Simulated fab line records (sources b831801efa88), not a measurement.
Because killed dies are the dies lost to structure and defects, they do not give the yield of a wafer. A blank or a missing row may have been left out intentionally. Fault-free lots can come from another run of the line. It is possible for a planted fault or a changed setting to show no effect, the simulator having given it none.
Which of the tools did it? | flow gf180mcu | 36 wafers from 12 lots sampled at 4 of the route's 602 steps

WHAT THE GAUGES READ, wafer by wafer
GF_VT_IMPLANT_OVL_MEAS_29.
lot  | measured     | on         | VT_IMPLANT_02_OVL (nm)
L141 | day 6 21:26  | overlay-01 | 1.2 -0.4 1.3
L143 | day 7 14:29  | overlay-01 | 2.0 -0.3 0.8
L145 | day 8 03:44  | overlay-02 | 2.3 1.8 2.0
L148 | day 8 21:23  | overlay-02 | 1.1 1.0 -0.9
L149 | day 9 05:05  | overlay-01 | 1.3 2.3 0.5
L153 | day 10 04:35 | overlay-01 | - - -
L158 | day 11 13:28 | overlay-02 | -0.8 1.1 0.0
L160 | day 12 06:28 | overlay-01 | 1.3 3.4 3.1
L161 | day 12 10:58 | overlay-02 | 3.0 3.5 3.7
L162 | day 12 17:52 | overlay-01 | 2.8 0.6 1.8
L163 | day 13 00:23 | overlay-01 | -0.2 -1.9 -1.6
L164 | day 13 09:16 | overlay-01 | 1.2 -1.3 -0.6

GF_VT_IMPLANT_TW_MEAS_32.
lot  | measured     | on            | VT_IMPLANT_3_TW
L141 | day 6 21:43  | film-metro-03 | 272.6 271.9 272.5
L143 | day 7 14:46  | film-metro-04 | 266.3 265.6 265.8
L145 | day 8 04:01  | film-metro-04 | 267.4 267.6 267.5
L148 | day 8 21:40  | film-metro-03 | 270.8 271.2 268.7
L149 | day 9 05:22  | film-metro-04 | 269.7 269.7 267.9
L153 | day 10 04:52 | film-metro-03 | 30.3 30.4 30.4
L158 | day 11 13:46 | film-metro-03 | 269.8 269.3 269.2
L160 | day 12 06:46 | film-metro-04 | 269.1 269.6 267.8
L161 | day 12 11:16 | film-metro-04 | 268.4 270.2 269.6
L162 | day 12 18:10 | film-metro-02 | 263.5 264.4 265.1
L163 | day 13 00:40 | film-metro-03 | 270.9 269.6 271.9
L164 | day 13 09:34 | film-metro-03 | 270.7 271.4 271.2

GF_V2_THK_MEAS_01.
lot  | measured     | on            | V2_CVD_00_THK (nm)
L141 | day 19 05:06 | film-metro-04 | 596 599 602
L143 | day 20 11:41 | film-metro-03 | 590 589 593
L145 | day 21 08:07 | film-metro-04 | 603 599 591
L148 | day 22 06:52 | film-metro-01 | 592 603 597
L149 | day 22 17:10 | film-metro-03 | 604 601 604
L158 | day 25 13:46 | film-metro-01 | 604 603 601
L160 | day 26 04:43 | film-metro-04 | 597 581 596
L161 | day 26 10:49 | film-metro-04 | 595 595 595
L162 | day 26 21:49 | film-metro-04 | 594 590 597
L163 | day 27 01:43 | film-metro-01 | 584 593 605
L164 | day 27 08:28 | film-metro-01 | 592 604 599

WHICH TOOL RAN EACH LOT (tool, then ch and the chambers of the sampled wafers, then the start)
lot  | GF_VT_IMPLANT_EXPOSE_26
L141 | iline-stepper-02 ch 0, day 6 13:44
L143 | iline-stepper-01 ch 0, day 7 06:28
L145 | iline-stepper-01 ch 0, day 7 19:37
L148 | iline-stepper-02 ch 0, day 8 13:01
L149 | iline-stepper-02 ch 0, day 8 20:29
L153 | iline-stepper-02 ch 0, day 9 19:50
L158 | iline-stepper-02 ch 0, day 11 03:58
L160 | iline-stepper-02 ch 0, day 11 20:46
L161 | iline-stepper-01 ch 0, day 12 01:03
L162 | iline-stepper-02 ch 0, day 12 08:22
L163 | iline-stepper-01 ch 0, day 12 14:28
L164 | iline-stepper-02 ch 0, day 12 22:47
- GF_VT_IMPLANT_EXPOSE_26: exposes mask LVPWELL HV AREA, target cd 860 nm.

AS READ BY THE TOOLS THEMSELVES (means over the sampled wafers that have a number; for cases with no such wafer, the mark the record gives instead)
The record holds no such reading with a usual standard deviation.

THE ANSWER, worked out from the rows above alone
Rule: usual is defined by the lots themselves. The widest of any qualifying gaps counts: lots, ordered by their means at a reading, are off when they make up no more than a third of the lots, leave a main group of 4 or more, and stand apart from it by 3 or more times the standard deviation of that group's means. A main group whose means are all the same, to the digits that the tables above print for the reading, isn't used. Also off: a lot with no number at a reading for which 4 or more lots have one. Where the step has rows for the other lots, those lots are counted as sound. Order of review: gauges by route order, followed by the tools' own readings, for which a lot's mean as printed above is used. The first step at which some lot is off is used, and at that step the reading that is off furthest; a lot without a number counts as furthest.
Off: L153, at GF_VT_IMPLANT_OVL_MEAS_29 (VT_IMPLANT_02_OVL). Without a number there: L153. The main group: mean 1.1 nm, standard deviation 1.3.
If a tool, at a process step before that reading, ran all the lots that are off and no sound lot after the first of them, it fits. The gauges at GF_VT_IMPLANT_OVL_MEAS_29 aren't tried: what is off there is off at GF_VT_IMPLANT_TW_MEAS_32 too, on other tools, and a gauge's error can't cause that. Not one of the candidates tried fits.

WHAT THE SIMULATOR HAD INSERTED
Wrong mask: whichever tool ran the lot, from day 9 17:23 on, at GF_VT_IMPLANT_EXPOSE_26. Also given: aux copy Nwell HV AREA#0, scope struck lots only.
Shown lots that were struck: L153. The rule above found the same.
